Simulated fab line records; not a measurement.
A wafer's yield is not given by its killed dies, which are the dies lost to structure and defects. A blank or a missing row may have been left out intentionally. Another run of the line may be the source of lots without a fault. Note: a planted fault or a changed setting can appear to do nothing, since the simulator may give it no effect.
fab line records	flow sfq-line
record: lots: 14	wafers: 41	last-day: 83
route steps=325 shown I3@134 I4@164 JJ@182
lots that met no fault: taken from a fault-free run of the same line
start-h: the number of hours between the record's first day and the start of the first shown wafer of the lot	wait-h: hours elapsed since this lot's preceding step	" identical to the entry in the row above	L1.1+2: a single row standing in for several wafers	- value missing, or start not given	* or withheld: withheld	< > ~ a bound
route shown NAME@n: names a module that has steps shown in the file, with the first one's number in the route	usual: mean and standard deviation over wafers with no fault	same: alike in all rows	chamber/n: place in a boat	sites: readings site by site	_std_site: standard deviation of those values	_edge_site: mean of outer sites minus mean of inner sites	radius-mm: how far each site lies from the wafer's centre	mask NAME#n: copy n	behind: the tool/chamber that last shaped the wafer	hold: why the lot was held/for how many hours/how that ended	device: the n, p or np transistor that did not switch	end of line: the route-end tests of the same wafers	step lacking rows: just its recipe	killed: at the first sort, the dies lost to defects and structure; wafer yield is something else	map: a wafer's dies, marking killed ones x, the rest . and places with no die _
set.NAME: the run value of the setting; set.NAME@STEP: its run value at that earlier step	model.NAME: the simulator's own value behind a step, which no gauge read
the route's steps for a sample of lots (tables are steps, rows are wafers)
services: a tool's chamber out of use, with start hour (start-h, from the record's first day; less than 0 if before it), hours out, and reason
== steps ==
step: SFQ_TRILAYER_I3_CMP_CMP_082
recipe: material: SiO2	down-force-psi: 3	platen-rpm: 60	pad-velocity-m-s: 0.94248
usual: motor-current-A: 9.3/0.81	slurry-flow-ml-min: 150.0/0.47	time-to-endpoint-s: 215/7.9
lot.wafer	tool	chamber	start-h	wait-h	motor-current-A	slurry-flow-ml-min	time-to-endpoint-s
L678.4	cmp-02	2	849.59	11.8	8.3	149.9	211
L678.1	"	3	"	"	10.2	149.9	200
L678.6	"	3	852.09	14.3	9.2	150.1	203
L680.3	cmp-02	0	879.59	14.8	8.9	150.1	220
L680.2	"	1	"	"	10.1	149.6	216
L680.6	"	0	881.59	16.8	9.1	149.9	230
L681.3	cmp-02	0	883.59	17.6	8.0	149.9	218
L681.5	"	2	884.59	18.6	8.4	149.6	224
L681.6	"	3	"	"	9.5	149.9	211
L682.2	cmp-02	0	930.59	26.0	8.8	150.0	207
L682.1	"	2	931.59	27.0	8.4	151.4	215
L682.5	"	1	933.09	28.4	10.4	150.2	213
L683.1	cmp-02	1	936.59	28.5	10.0	149.7	219
L683.2	"	3	937.59	29.5	10.0	149.7	202
L683.6	"	2	939.09	31.0	8.0	149.2	219
L685.4	cmp-02	0	955.09	21.2	8.9	150.7	206
L685.1	"	2	956.09	22.2	8.7	149.9	203
L685.5	"	0	957.09	23.2	9.0	149.7	213
L686.2	cmp-02	2	965.09	21.5	8.3	149.0	220
L686.6	"	3	"	"	9.7	150.5	218
L686.5	"	0	"	"	8.2	151.0	230
L690.6	cmp-01	0	987.56	11.5	9.9	149.1	213
L690.5	"	1	"	"	8.8	150.3	212
L696.1	cmp-02	2	1201.61	3.5	8.4	150.3	208
L696.6	"	3	"	"	9.3	150.1	203
L696.5	"	0	"	"	9.2	149.8	223
L697.4	cmp-01	1	1227.31	2.8	8.9	150.0	212
L697.1	"	2	"	"	9.7	150.3	204
L697.6	"	3	"	"	10.4	149.5	229
L698.1	cmp-02	2	1228.65	0.5	8.5	150.4	206
L698.3	"	3	"	"	10.1	149.8	195
L698.5	"	2	1230.65	2.5	7.9	150.4	215
L699.4	cmp-02	3	1231.75	0.0	9.6	149.3	207
L699.3	"	0	"	"	9.0	150.1	213
L699.5	"	3	1233.75	2.0	9.6	149.7	209
L700.4	cmp-02	3	1235.75	1.6	9.1	150.0	213
L700.2	"	0	"	"	8.8	150.4	215
L700.6	"	2	1237.25	3.1	8.4	150.1	220
L701.3	cmp-02	1	1237.75	1.2	9.9	150.1	223
L701.1	"	2	"	"	8.4	149.1	211
L701.5	"	2	1240.25	3.7	8.3	149.9	218
step: SFQ_TRILAYER_I4_CMP_CMP_100
recipe: material: SiO2	down-force-psi: 3	platen-rpm: 60	pad-velocity-m-s: 0.94248
usual: motor-current-A: 9.5/0.87	slurry-flow-ml-min: 150.0/0.47	time-to-endpoint-s: 214/9
lot.wafer	tool	chamber	start-h	wait-h	motor-current-A	slurry-flow-ml-min	time-to-endpoint-s
L678.4	cmp-02	1	1120.61	0.5	10.1	149.7	227
L678.1	"	2	"	"	8.2	150.7	219
L678.6	"	1	1122.61	2.5	9.8	150.1	228
L680.3	cmp-01	2	1159.47	0.5	9.9	150.5	204
L680.2	"	0	1160.47	1.5	9.1	149.8	208
L680.6	"	1	"	"	8.4	149.8	220
L681.3	cmp-01	1	1162.12	0.0	8.9	149.7	206
L681.5	"	1	1164.12	2.0	8.6	149.7	203
L681.6	"	2	"	"	9.6	150.5	202
L682.2	cmp-01	1	1205.31	0.0	8.3	149.6	217
L682.1	"	0	1206.81	1.5	9.7	149.9	220
L682.5	"	1	"	"	8.6	149.6	217
L683.2	cmp-02	0	1213.15	1.8	9.1	149.0	215
L683.1	"	2	1214.15	2.8	8.4	150.4	218
L683.6	"	1	1215.65	4.3	9.9	149.5	230
L685.4	cmp-01	0	1229.85	0.5	9.5	150.7	212
L685.1	"	2	1230.85	1.5	9.6	149.8	216
L685.5	"	0	1231.85	2.5	9.3	149.3	221
L686.2	cmp-01	1	1242.40	2.3	8.4	151.0	210
L686.5	"	1	1244.40	4.2	9.0	150.3	199
L686.6	"	2	"	"	9.6	150.1	200
L690.5	cmp-01	2	1269.42	2.8	9.8	149.4	198
L690.6	"	3	"	"	10.7	150.3	230
L696.1	cmp-01	2	1361.92	28.4	9.5	150.7	209
L696.6	"	3	"	"	11.1	150.9	226
L696.5	"	0	"	"	9.6	150.0	216
L697.4	cmp-01	1	1382.20	27.0	8.6	149.8	215
L697.1	"	0	1383.70	28.6	9.6	150.4	205
L697.6	"	2	1384.70	29.5	10.1	149.7	199
L698.1	cmp-01	3	1388.20	29.5	10.2	150.3	220
L698.3	"	2	1389.70	31.0	9.8	150.0	209
L698.5	"	0	1390.70	31.9	9.4	149.4	219
L699.4	cmp-02	2	1391.89	30.7	8.5	150.4	222
L699.3	"	3	"	"	9.5	150.4	205
L699.5	"	2	1393.89	32.7	8.1	150.7	221
L700.2	cmp-02	3	1394.39	32.1	9.8	150.1	195
L700.4	"	2	1395.89	33.5	7.9	149.7	217
L700.6	"	0	1396.89	34.5	8.4	149.9	215
L701.3	cmp-01	0	1400.20	34.7	9.5	151.0	202
L701.1	"	1	"	"	8.8	149.6	204
L701.5	"	1	1402.70	37.1	9.2	150.0	197
step: SFQ_TRILAYER_I4_METRO_MEASURE_101
usual: thk-nm: 199.8/1.2
lot.wafer	tool	chamber	start-h	wait-h	thk-nm
L678.1	film-metro-03	-	1123.23	0.1	200.3
L678.4	"	-	"	"	201.0
L678.6	"	-	"	"	200.9
L680.2	film-metro-01	-	1162.29	0.3	199.3
L680.3	"	-	"	"	198.8
L680.6	"	-	"	"	199.6
L681.3	film-metro-04	-	1165.64	0.5	199.7
L681.5	"	-	"	"	199.5
L681.6	"	-	"	"	199.5
L682.1	film-metro-04	-	1208.43	0.1	201.5
L682.2	"	-	"	"	199.7
L682.5	"	-	"	"	199.0
L683.1	film-metro-04	-	1216.27	0.1	200.8
L683.2	"	-	"	"	201.1
L683.6	"	-	"	"	200.9
L685.1	film-metro-01	-	1232.47	0.1	202.0
L685.4	"	-	"	"	202.1
L685.5	"	-	"	"	201.3
L686.2	film-metro-03	-	1245.72	0.3	199.9
L686.5	"	-	"	"	219.3
L686.6	"	-	"	"	200.5
L690.5	film-metro-01	-	1271.34	0.8	217.7
L690.6	"	-	"	"	200.8
L696.1	film-metro-03	-	1363.54	0.1	198.3
L696.5	"	-	"	"	199.6
L696.6	"	-	"	"	199.1
L697.1	film-metro-03	-	1385.32	0.1	198.8
L697.4	"	-	"	"	199.3
L697.6	"	-	"	"	198.7
L698.1	film-metro-01	-	1391.32	0.1	200.6
L698.3	"	-	"	"	198.2
L698.5	"	-	"	"	198.2
L699.3	film-metro-04	-	1394.91	0.5	198.8
L699.4	"	-	"	"	199.7
L699.5	"	-	"	"	199.7
L700.2	film-metro-01	-	1397.71	0.3	197.0
L700.4	"	-	"	"	199.5
L700.6	"	-	"	"	200.1
L701.1	film-metro-04	-	1403.32	0.1	198.6
L701.3	"	-	"	"	199.4
L701.5	"	-	"	"	199.2
step: SFQ_I4_OVL_MEAS_928
usual: I4_OVL: 5/4.6
lot.wafer	tool	chamber	start-h	wait-h	I4_OVL[nm]
L678.1	overlay-01	-	1156.88	0.1	6
L678.4	"	-	"	"	-2
L678.6	"	-	"	"	-1
L680.2	overlay-02	-	1165.88	0.1	5
L680.3	"	-	"	"	6
L680.6	"	-	"	"	7
L681.3	overlay-01	-	1168.70	0.1	5
L681.5	"	-	"	"	7
L681.6	"	-	"	"	5
L682.1	overlay-01	-	1213.88	0.1	6
L682.2	"	-	"	"	8
L682.5	"	-	"	"	5
L683.1	overlay-02	-	1221.11	0.2	7
L683.2	"	-	"	"	-2
L683.6	"	-	"	"	-2
L685.1	overlay-01	-	1236.53	0.1	12
L685.4	"	-	"	"	9
L685.5	"	-	"	"	10
L686.2	overlay-01	-	1349.30	0.1	-1
L686.5	"	-	"	"	0
L686.6	"	-	"	"	1
L690.5	overlay-01	-	1375.72	0.0	4
L690.6	"	-	"	"	7
L696.1	overlay-01	-	1441.08	0.1	3
L696.5	"	-	"	"	-6
L696.6	"	-	"	"	2
L697.1	overlay-01	-	1473.48	0.1	-2
L697.4	"	-	"	"	1
L697.6	"	-	"	"	2
L698.1	overlay-01	-	1481.88	0.1	2
L698.3	"	-	"	"	5
L698.5	"	-	"	"	6
L699.3	overlay-01	-	1487.89	0.1	10
L699.4	"	-	"	"	7
L699.5	"	-	"	"	9
L700.2	overlay-01	-	1491.48	0.1	4
L700.4	"	-	"	"	5
L700.6	"	-	"	"	4
L701.1	overlay-02	-	1502.25	0.1	2
L701.3	"	-	"	"	7
L701.5	"	-	"	"	5
step: SFQ_TRILAYER_I4_VIA_ETCH_VIA_ETCH_106
recipe: target: SiO2	stop-on: Nb	mask-material: PR	taper-deg: 20	chemistry: CHF3	target-depth-nm: 260	source-w: 500	bias-w: 80	pressure-mtorr: 30	time-s: withheld
usual: bias-w: 80.02/0.25	drypump-motor-current-A: 5.7/0.53	oes-product-au: 0.854/0.0052
lot.wafer	tool	chamber	start-h	wait-h	bias-w	drypump-motor-current-A	oes-product-au
L678.1	rie-diel-04	2	1156.96	0.0	80.38	6.1	0.861
L678.4	"	1	"	"	79.77	6.0	0.863
L678.6	"	3	"	"	79.89	5.6	0.856
L680.2	rie-diel-02	1	1165.95	0.0	79.77	5.1	0.846
L680.3	"	3	"	"	79.86	6.0	0.862
L680.6	"	3	"	"	80.32	6.0	0.857
L681.3	rie-diel-04	0	1168.77	0.0	80.09	5.1	0.854
L681.5	"	2	"	"	80.01	6.1	0.858
L681.6	"	3	"	"	80.01	5.6	0.850
L682.1	rie-diel-04	1	1213.96	0.0	79.87	6.0	0.865
L682.2	"	2	"	"	80.17	6.1	0.851
L682.5	"	1	"	"	80.10	6.0	0.850
L683.1	rie-diel-02	1	1221.19	0.0	80.58	5.1	0.851
L683.2	"	0	"	"	80.15	5.7	0.850
L683.6	"	0	"	"	80.06	5.7	0.858
L685.1	rie-diel-02	2	1236.60	0.0	80.54	5.0	0.864
L685.4	"	3	"	"	79.96	6.0	0.859
L685.5	"	1	"	"	79.67	5.1	0.857
L686.2	rie-diel-03	3	1349.37	0.0	79.92	5.3	0.846
L686.5	"	2	"	"	80.04	5.7	0.893
L686.6	"	3	"	"	79.96	5.3	0.860
L690.5	rie-diel-03	1	1375.83	0.1	80.22	6.7	0.893
L690.6	"	0	"	"	80.16	5.3	0.859
L696.1	rie-diel-03	3	1441.15	0.0	79.32	5.3	0.852
L696.5	"	1	"	"	79.99	6.8	0.849
L696.6	"	3	"	"	79.84	5.3	0.854
L697.1	rie-diel-03	3	1473.55	0.0	79.97	5.2	0.852
L697.4	"	1	"	"	80.04	6.7	0.855
L697.6	"	2	"	"	79.49	5.7	0.849
L698.1	rie-diel-02	1	1481.95	0.0	80.50	5.1	0.856
L698.3	"	3	"	"	80.13	6.0	0.853
L698.5	"	0	"	"	79.93	5.7	0.856
L699.3	rie-diel-02	0	1487.95	0.0	79.64	5.7	0.846
L699.4	"	3	"	"	80.13	6.0	0.845
L699.5	"	1	"	"	79.62	5.1	0.852
L700.2	rie-diel-03	2	1491.55	0.0	79.88	5.7	0.854
L700.4	"	3	"	"	80.20	5.2	0.847
L700.6	"	2	"	"	80.25	5.7	0.846
L701.1	rie-diel-03	1	1502.32	0.0	80.17	6.8	0.851
L701.3	"	3	"	"	79.99	5.2	0.853
L701.5	"	3	"	"	79.51	5.2	0.850
step: SFQ_TRILAYER_JJ_TRILAYER_DEP_SPUTTER_112
recipe: material: Nb	base-pressure-pa: 1.33e-06	chamber-pressure-pa: 0.1333	substrate-temp-c: 20	target-thk-nm: 170	power-w: 2000	time-s: 113.3
usual: throttle-valve-pct: 29.8/1.5
lot.wafer	tool	chamber	start-h	wait-h	throttle-valve-pct
L678.1	pvd-sputter-03	-	1159.15	0.5	31.6
L678.4	"	-	"	"	30.2
L678.6	"	-	"	"	28.8
L680.2	pvd-sputter-05	-	1168.58	0.5	30.3
L680.3	"	-	"	"	28.0
L680.6	"	-	"	"	28.1
L681.3	pvd-sputter-04	-	1171.41	0.5	27.4
L681.5	"	-	"	"	31.3
L681.6	"	-	"	"	27.6
L682.1	pvd-sputter-05	-	1215.97	0.5	30.8
L682.2	"	-	"	"	30.2
L682.5	"	-	"	"	30.9
L683.1	pvd-sputter-05	-	1223.20	0.5	30.7
L683.2	"	-	"	"	32.0
L683.6	"	-	"	"	28.1
L685.1	pvd-sputter-03	-	1239.21	0.5	31.6
L685.4	"	-	"	"	29.9
L685.5	"	-	"	"	31.7
L686.2	pvd-sputter-05	-	1351.38	0.5	32.0
L686.5	"	-	"	"	30.2
L686.6	"	-	"	"	32.0
L690.5	pvd-sputter-04	-	1377.82	0.0	27.8
L690.6	"	-	"	"	30.8
L696.1	pvd-sputter-05	-	1443.16	0.5	30.3
L696.5	"	-	"	"	30.9
L696.6	"	-	"	"	28.2
L697.1	pvd-sputter-04	-	1475.56	0.5	27.5
L697.4	"	-	"	"	31.6
L697.6	"	-	"	"	28.4
L698.1	pvd-sputter-05	-	1484.15	0.7	31.0
L698.3	"	-	"	"	32.3
L698.5	"	-	"	"	30.2
L699.3	pvd-sputter-04	-	1489.96	0.5	27.4
L699.4	"	-	"	"	31.4
L699.5	"	-	"	"	30.5
L700.2	pvd-sputter-03	-	1493.56	0.5	29.2
L700.4	"	-	"	"	30.0
L700.6	"	-	"	"	30.0
L701.1	pvd-sputter-04	-	1504.33	0.5	30.8
L701.3	"	-	"	"	27.5
L701.5	"	-	"	"	27.9
== services ==
tool	chamber	start-h	hours	kind
cmp-02	-	828.91	2.7	repair
cmp-01	-	835.94	0.2	repair
cmp-01	-	917.88	4.0	pm
cmp-01	-	933.88	6.1	pm
cmp-02	-	984.59	4.2	pm
cmp-01	-	1001.37	0.4	repair
cmp-01	-	1002.93	7.7	pm
cmp-02	-	1082.25	5.5	pm
cmp-02	-	1087.75	4.0	pm
cmp-02	-	1087.95	5.0	repair
cmp-02	-	1091.09	3.0	repair
cmp-02	-	1172.41	0.5	repair
cmp-01	-	1185.82	1.2	repair
cmp-02	-	1247.41	0.8	repair
cmp-01	-	1260.42	4.0	pm
cmp-02	-	1266.13	1.9	repair
cmp-02	-	1271.10	0.8	repair
cmp-02	-	1338.12	0.6	repair
cmp-02	-	1347.77	7.1	repair
cmp-02	-	1352.29	3.1	repair
cmp-02	-	1415.22	1.3	repair
cmp-02	-	1428.55	4.0	pm
cmp-02	-	1441.24	1.4	repair
cmp-02	-	1451.62	5.9	pm
== key ==
first-sign: step: SFQ_TRILAYER_I4_METRO_MEASURE_101	reading: thk-nm	direction: up	sigmas: 15	usual: 199.8	struck: 218.5
effect: step: SFQ_TRILAYER_I4_VIA_ETCH_VIA_ETCH_106	reading: oes-product-au	direction: up	sigmas: 7.4	usual: 0.854	struck: 0.893
met-at SFQ_TRILAYER_I4_CMP_CMP_100
struck-lots L686,L690
struck-wafers L686.5,L690.5
not-acting-at SFQ_TRILAYER_I3_CMP_CMP_082,SFQ_I4_OVL_MEAS_928,SFQ_TRILAYER_JJ_TRILAYER_DEP_SPUTTER_112
fault: kind: process-parameter-drift	tool: cmp-01	chamber: -	onset-h: 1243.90	steps: SFQ_TRILAYER_I4_CMP_CMP_100	channel: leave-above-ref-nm	offset: 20	shape: step	end-h: 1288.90	scope: struck-wafers-only	acts-in: these-recipes-only	stated: 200
